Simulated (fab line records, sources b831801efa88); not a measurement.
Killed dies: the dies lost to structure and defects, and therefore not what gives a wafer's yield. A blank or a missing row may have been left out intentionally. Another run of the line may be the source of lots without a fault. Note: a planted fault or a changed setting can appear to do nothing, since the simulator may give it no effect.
Comparing a struck lot with a sound one / flow sky130 / 35 out of 708 route steps
Sound: these wafers, L894.1, L894.2, L894.3. Wafers struck: L899.3, L899.4, L899.6. The cause is given at the end.
Each step with rows lists, per side, the tool, then ch with its chambers, then its first start. Under that, the readings that differ: sound wafers / struck wafers / difference of the means / sigmas: that difference in standard deviations of wafers without a fault.
alike: readings with means less than 2 such deviations apart, plus words and numbers identical on both sides. not compared: withheld readings, readings lacking a value on some wafer, bounds such as >300 that could conceal the same value, and numbers that have no deviation in the record and whose values overlap.
The two part at a step that has a row with sigmas, a row that says differs or no value, or rows on one side only. Numbers that don't overlap but have no deviation are shown without sigmas and don't part them. Lack of a reading on every wafer of one side parts them only where that side has two or more wafers.

first, 10 steps without rows for these wafers: SKY_VIA1_SOFTBAKE_08 (time 90 s); SKY_VIA1_EXPOSE_09 (exposes mask VIM, target cd 150 nm); SKY_VIA1_PEB_10; SKY_VIA1_DEVELOP_11 (develop time 60 s); SKY_VIA1_ETCH_14 (etches BARC in N2/H2, stops on SiO2, time 45.9 s, target depth 60 nm); SKY_VIA1_ETCH_15 (etches SiO2 in C4F8/O2/Ar, stops on TiN, target depth 351 nm, time 54 s); SKY_VIA1_STRIP_16 (strips in O2/N2); SKY_VIA1_STRIP_17 (strips in post etch residue remover, time 1200 s); SKY_VIA1_CLEAN_18 (cleans in IPA, time 180 s); SKY_VIA1_CLEAN_19 (cleans in O3/DIW).
SKY_VIA1_SPUTTER_20: material TiN, target thk 20 nm, time 80 s.
  sound on pvd-sputter-03, day 35 14:43; struck on pvd-sputter-03, day 37 15:56
  alike: throttle-valve-pct
then, 23 steps without rows for these wafers: SKY_VIA1_CVD_21 (deposits W, target thk 270 nm, time 80.902 s); SKY_VIA1_CMP_24 (polishes, stops on SiO2, t overpolish 15 s, target thk 0 nm); SKY_METAL2_SPUTTER_00 (material Ti, target thk 15 nm, time 10 s); SKY_METAL2_SPUTTER_01 (material TiN, target thk 20 nm, time 16.7 s); SKY_METAL2_SPUTTER_02 (material AlCu, target thk 250 nm, time 13.3 s); SKY_METAL2_SPUTTER_03 (material Ti, target thk 5 nm, time 3.3 s); SKY_METAL2_SPUTTER_04 (material TiN, target thk 70 nm, time 58.3 s); SKY_METAL2_DEHYDRATE_07 (time 60 s); SKY_METAL2_HMDS_08 (prime time 60 s); SKY_METAL2_COAT_09 (resist thk 60 nm); SKY_METAL2_COAT_10 (resist thk 450 nm); SKY_METAL2_SOFTBAKE_11 (time 90 s); SKY_METAL2_EXPOSE_12 (exposes mask MM2, target cd 140 nm); SKY_METAL2_PEB_13; SKY_METAL2_DEVELOP_14 (develop time 60 s); SKY_METAL2_DESCUM_17 (chemistry O2, time 8 s); SKY_METAL2_ETCH_18 (etches BARC in N2/H2, stops on SiO2, time 45.9 s, target depth 60 nm); SKY_METAL2_METAL_ETCH_19 (etches the open film in Cl2/BCl3, stops on SiO2, target depth 360 nm, time 78 s); SKY_METAL2_STRIP_20 (strips in O2/N2); SKY_METAL2_STRIP_21 (strips in post etch residue remover, time 1200 s); SKY_METAL2_CLEAN_22 (cleans in IPA, time 180 s); SKY_METAL2_CLEAN_23 (cleans in O3/DIW); SKY_VIA2_HDPCVD_00 (deposits SiO2, target thk 1180 nm, time 196.7 s).
-- the record jumps here: 11 days lie between the struck wafers' starts before and after (it left off in module VIA2 and takes up again in module PAD_OPEN, whose first step shown is number 708 of the route) --
SKY_PAD_OPEN_PROBE_99:
  sound on prober-02, day 47 08:09; struck on prober-01, day 48 14:55
reading=sort_bin_3_pad_short (%); sound=1.6 0.8 1.4; struck=3.3 2.6 2.2; difference=+1.4; sigmas=+3
reading=model.etest.tester.sort_bin_3_pct (%); sound=1.626 0.813 1.423; struck=3.252 2.642 2.236; difference=+1.423; sigmas=
  alike: defect-limited-yield, killed_at_M0_to_M3, killed_at_M4_up, killed-at-contacts, killed-at-front-end, killed-at-other, killed-dies, killed-open, killed-short, sort_bin_5_function, sort_bin_6_memory, sort-n-pass, sort-yield-pct
  not compared: model.etest.tester.sort-n-pass, model.etest.tester.sort-yield-pct, model.etest.tester.sort_bin_5_pct

## WHERE THEY PART
Only at SKY_PAD_OPEN_PROBE_99, within this record.

WHY: the cause the simulator had injected
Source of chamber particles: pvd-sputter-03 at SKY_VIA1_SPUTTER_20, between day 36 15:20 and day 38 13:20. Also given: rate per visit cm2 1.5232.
